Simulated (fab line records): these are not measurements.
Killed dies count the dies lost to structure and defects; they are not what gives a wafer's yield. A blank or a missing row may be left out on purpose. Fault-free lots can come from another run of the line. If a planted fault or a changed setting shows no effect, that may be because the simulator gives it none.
A struck lot beside a sound one    flow sky130    17 out of 708 route steps
Sound: wafers L426.1, L426.5, L426.6. Struck: wafer L438.5; the same lot's L438.1 was not struck, so it is left out; see the end for the cause.
For every step that has rows: the tool of each side, followed by ch and its chambers, followed by its first start. Under that, the readings that differ: sound wafers    struck wafers    difference of the means    sigmas: that difference in standard deviations of wafers without a fault.
alike: same words and numbers on both sides, and readings whose means sit less than 2 such deviations apart. not compared: any withheld reading, any reading some wafer has no value for, any bound like >300 that may hide the same value, and any number with overlapping values for which the record gives no deviation.
Wherever a step has rows on one side only, a row that says differs or no value, or a row with sigmas, the two part there. Numbers that don't overlap but have no deviation are shown without sigmas and don't part them. A reading missing from all wafers of one side parts the sides only when that side holds two or more wafers.

SKY_METAL4_SPUTTER_04: material TiN, target thk 70 nm, time 58.3 s.
  sound on pvd-sputter-04, day 41 10:16; struck on pvd-sputter-02, day 44 17:31
  alike: throttle-valve-pct
SKY_CAP2M_CVD_00: deposits SiO2, target thk 15.5 nm.
  sound on pecvd-01 ch 1,2, day 41 10:19; struck on pecvd-04 ch 0, day 44 17:34
  alike: heater-power-w, susceptor-temp-C
SKY_CAP2M_THK_MEAS_01:
  sound on film-metro-03, day 41 10:20; struck on film-metro-04, day 44 17:35
  alike: CAP2M_CVD_00_THK
SKY_CAP2M_SPUTTER_02: material TiN, target thk 200 nm, time 166.7 s.
  sound on pvd-sputter-02, day 41 10:24; struck on pvd-sputter-01, day 44 17:39
reading                 sound           struck  difference  sigmas
throttle-valve-pct (%)  28.1 28.2 27.2  31.0    +3.2        +3
  alike: susceptor-temp-C
SKY_CAP2M_RS_MEAS_03: a four-point-probe measurement.
  sound on film-metro-03, day 41 10:31; struck on film-metro-01, day 44 17:46
reading                sound           struck  difference  sigmas
CAP2M_TIN_RS (ohm/sq)  6.85 6.80 6.93  7.13    +0.27       +3
SKY_CAP2M_THK_MEAS_04: measures by xrf.
  sound on film-metro-03, day 41 10:38; struck on film-metro-01, day 44 17:53
reading             sound              struck  difference  sigmas
CAP2M_TIN_THK (nm)  200.4 201.9 199.6  194.1   -6.5        -3
then, 6 steps without rows for these wafers: SKY_CAP2M_DEHYDRATE_05 (time 60 s); SKY_CAP2M_HMDS_06 (prime time 60 s); SKY_CAP2M_COAT_07 (resist thk 1140 nm); SKY_CAP2M_SOFTBAKE_08 (time 60 s); SKY_CAP2M_EXPOSE_09 (exposes mask CAP2M, target cd 1000 nm); SKY_CAP2M_PEB_10.
SKY_CAP2M_DEVELOP_11: develop time 60 s.
  sound on litho-track-03 ch 0, day 42 09:45; struck on litho-track-01 ch 0, day 45 15:14
SKY_CAP2M_OVL_MEAS_12:
  sound on overlay-01, day 42 09:54; struck on overlay-01, day 45 15:23
  alike: CAP2M_OVL
SKY_CAP2M_METAL_ETCH_13: etches TiN in Cl2/BCl3, stops on SiO2, target depth 220 nm, time 62.9 s.
  sound on rie-metal-02 ch 0,1, day 42 09:56; struck on rie-metal-01 ch 1, day 45 15:25
reading                 sound                 struck  difference  sigmas
throttle-valve-pct (%)  21.880 21.906 21.904  21.923  +0.026      +2
model.CAP2M.cd-nm (nm)  1002 1003 1001        1019    +17         
  alike: bias-w, drypump-motor-current-A, oes-product-au
  not compared: rf-hours-counter-h
SKY_CAP2M_STRIP_14: strips in O2/N2.
  sound on plasma-asher-01 ch 0,1, day 42 10:01; struck on plasma-asher-01 ch 0, day 45 15:30
  alike: drypump-motor-current-A, oes-product-au, strip-time-to-endpoint-s
  not compared: rf-hours-counter-h
then, 1 step without rows for these wafers: SKY_PAD_OPEN_PROBE_99.

## WHERE THEY PART
Earliest at SKY_CAP2M_SPUTTER_02; latest, in this record, at SKY_CAP2M_METAL_ETCH_13. Later steps at which nothing parts them and some readings are alike: SKY_CAP2M_STRIP_14.

WHY: what the simulator had put in
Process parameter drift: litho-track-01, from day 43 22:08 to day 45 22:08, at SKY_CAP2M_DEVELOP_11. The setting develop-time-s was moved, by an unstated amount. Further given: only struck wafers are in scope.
